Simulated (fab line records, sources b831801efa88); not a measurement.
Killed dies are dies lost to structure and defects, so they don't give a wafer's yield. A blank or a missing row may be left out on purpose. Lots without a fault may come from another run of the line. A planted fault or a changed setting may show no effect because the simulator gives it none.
Tool commonality check | flow gf180mcu | 14 lots, 42 wafers sampled

WHY IT WAS OPENED
At GF_VT_IMPLANT_TW_MEAS_21 the reading VT_IMPLANT_2_TW is flagged on 3 of 14 lots. Wafers without a fault read 1214, standard deviation 9.4.
Rule: a lot is flagged when every wafer of it that has a number lies more than 4 standard deviations from that mean, or none has a number. The other lots count as sound.

lot  | measured     | on            | VT_IMPLANT_2_TW, wafer by wafer | flag
L415 | day 6 12:01  | film_metro-02 | 1215 1219 1219                  |
L416 | day 6 20:17  | film_metro-02 | 1216 1218 1220                  |
L417 | day 7 03:11  | film_metro-01 | 1228 1227 1236                  |
L420 | day 7 21:09  | film_metro-02 | 1216 1214 1217                  |
L421 | day 8 05:11  | film_metro-03 | 1215 1212 1208                  |
L423 | day 8 16:17  | film_metro-01 | 1227 1226 1233                  |
L425 | day 9 04:05  | film_metro-02 | 1208 1195 1200                  |
L426 | day 9 10:11  | film_metro-03 | 1206 1209 1208                  |
L428 | day 10 04:05 | film_metro-03 | 1213 1214 1210                  |
L431 | day 10 16:56 | film_metro-02 | 1212 1211 1209                  |
L433 | day 11 10:00 | film_metro-02 | 1217 1221 1218                  |
L434 | day 11 14:35 | film_metro-02 | 693 695 696                     | FLAGGED
L435 | day 11 21:08 | film_metro-01 | 704 705 702                     | FLAGGED
L436 | day 12 01:29 | film_metro-03 | 691 688 687                     | FLAGGED
The numbers of the flagged lots are 696 on average: -518 against the usual, or -55 standard deviations.

WHICH TOOL RAN EACH LOT
The record holds 1 process step before the reading, out of a route of 602 steps. In each cell: the tool, then ch and the chambers that the sampled wafers went through, then the start.
lot  | flag    | GF_VT_IMPLANT_IMPLANT_19
L415 |         | implanter-01 ch 0, day 6 11:47
L416 |         | implanter-02 ch 0, day 6 20:02
L417 |         | implanter-01 ch 0, day 7 02:56
L420 |         | implanter-01 ch 0, day 7 20:55
L421 |         | implanter-01 ch 0, day 8 04:56
L423 |         | implanter-03 ch 0, day 8 16:02
L425 |         | implanter-03 ch 0, day 9 03:41
L426 |         | implanter-01 ch 0, day 9 09:56
L428 |         | implanter-03 ch 0, day 10 03:50
L431 |         | implanter-03 ch 0, day 10 16:41
L433 |         | implanter-02 ch 0, day 11 09:47
L434 | FLAGGED | implanter-03 ch 0, day 11 14:21
L435 | FLAGGED | implanter-02 ch 0, day 11 20:53
L436 | FLAGGED | implanter-03 ch 0, day 12 01:14
What these steps do:
- GF_VT_IMPLANT_IMPLANT_19
- GF_VT_IMPLANT_TW_MEAS_21

FLAGGED OVER TOTAL, TOOL BY TOOL (the gauges that took the reading come last)
step                     | tool          | lots run | flagged | share of the flagged lots | sound lots run after its first flagged lot
GF_VT_IMPLANT_IMPLANT_19 | implanter-01  | 5        | 0       | none                      | -
GF_VT_IMPLANT_IMPLANT_19 | implanter-02  | 3        | 1       | some                      | 0
GF_VT_IMPLANT_IMPLANT_19 | implanter-03  | 6        | 2       | some                      | 0
GF_VT_IMPLANT_TW_MEAS_21 | film_metro-01 | 3        | 1       | some                      | 0
GF_VT_IMPLANT_TW_MEAS_21 | film_metro-02 | 7        | 1       | some                      | 0
GF_VT_IMPLANT_TW_MEAS_21 | film_metro-03 | 4        | 1       | some                      | 0

WHAT THE TABLE ALLOWS
No row of the table ran every flagged lot.

WHAT THE SIMULATOR HAD PUT IN
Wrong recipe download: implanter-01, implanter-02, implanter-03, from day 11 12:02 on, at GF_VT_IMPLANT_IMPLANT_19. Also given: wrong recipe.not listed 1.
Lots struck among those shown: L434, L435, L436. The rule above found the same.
